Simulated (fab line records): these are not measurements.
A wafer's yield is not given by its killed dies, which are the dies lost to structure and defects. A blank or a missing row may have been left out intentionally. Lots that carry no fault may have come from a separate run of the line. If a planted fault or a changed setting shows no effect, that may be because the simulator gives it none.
Matching of chambers || flow gf180mcu || cmp-01 running GF_V5_CMP_04: 4 sister chambers
The step polishes SiO2. 4 wafers are shown with their chamber, then 9 later ones without.

## WAFERS WITH THEIR CHAMBER
{"wafer": "L519.2", "chamber": 2, "motor-current-A (A)": 12.6}
{"wafer": "L520.1", "chamber": 1, "motor-current-A (A)": 11.6}
{"wafer": "L522.3", "chamber": 3, "motor-current-A (A)": 10.6}
{"wafer": "L522.6", "chamber": 0, "motor-current-A (A)": 11.3}

## WAFERS MISSING THEIR CHAMBER
{"wafer": "L523.3", "motor-current-A (A)": 11.1}
{"wafer": "L523.5", "motor-current-A (A)": 11.0}
{"wafer": "L523.6", "motor-current-A (A)": 10.6}
{"wafer": "L535.3", "motor-current-A (A)": 11.1}
{"wafer": "L535.4", "motor-current-A (A)": 11.2}
{"wafer": "L535.5", "motor-current-A (A)": 11.3}
{"wafer": "L539.1", "motor-current-A (A)": 10.7}
{"wafer": "L539.2", "motor-current-A (A)": 12.5}
{"wafer": "L539.6", "motor-current-A (A)": 12.0}

## THE CHAMBER EACH PASSED THROUGH
{"wafer": "L523.3", "from the rows above": "can't be placed: 0 or 1 or 3", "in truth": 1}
{"wafer": "L523.5", "from the rows above": "can't be placed: 0 or 3 or 1", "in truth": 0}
{"wafer": "L523.6", "from the rows above": 3, "in truth": 3}
{"wafer": "L535.3", "from the rows above": "can't be placed: 0 or 1 or 3", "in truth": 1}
{"wafer": "L535.4", "from the rows above": "can't be placed: 0 or 1", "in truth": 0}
{"wafer": "L535.5", "from the rows above": "can't be placed: 0 or 1", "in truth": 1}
{"wafer": "L539.1", "from the rows above": 3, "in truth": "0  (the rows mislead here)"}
{"wafer": "L539.2", "from the rows above": 2, "in truth": 2}
{"wafer": "L539.6", "from the rows above": "can't be placed: 1 or 2 or 0", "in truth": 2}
Correctly placed: 2 of 9. From these rows, 6 cannot be placed; in 6 the true chamber is one of the candidates. Number placed wrongly: 1.
How it was worked out, from the rows above alone: a wafer's distance from a chamber is the root of the sum, over the readings, of the square of ((its reading less the chamber's mean) divided by the reading's scatter). If the next closest chamber is less than 2 further off than the closest, the wafer can't be placed; otherwise it belongs to the closest. The mean given for a chamber averages the wafers shown for that chamber. The scatter: with one shown wafer a chamber, the root of the mean of the squares of how far each hidden wafer lies from its nearest shown one.
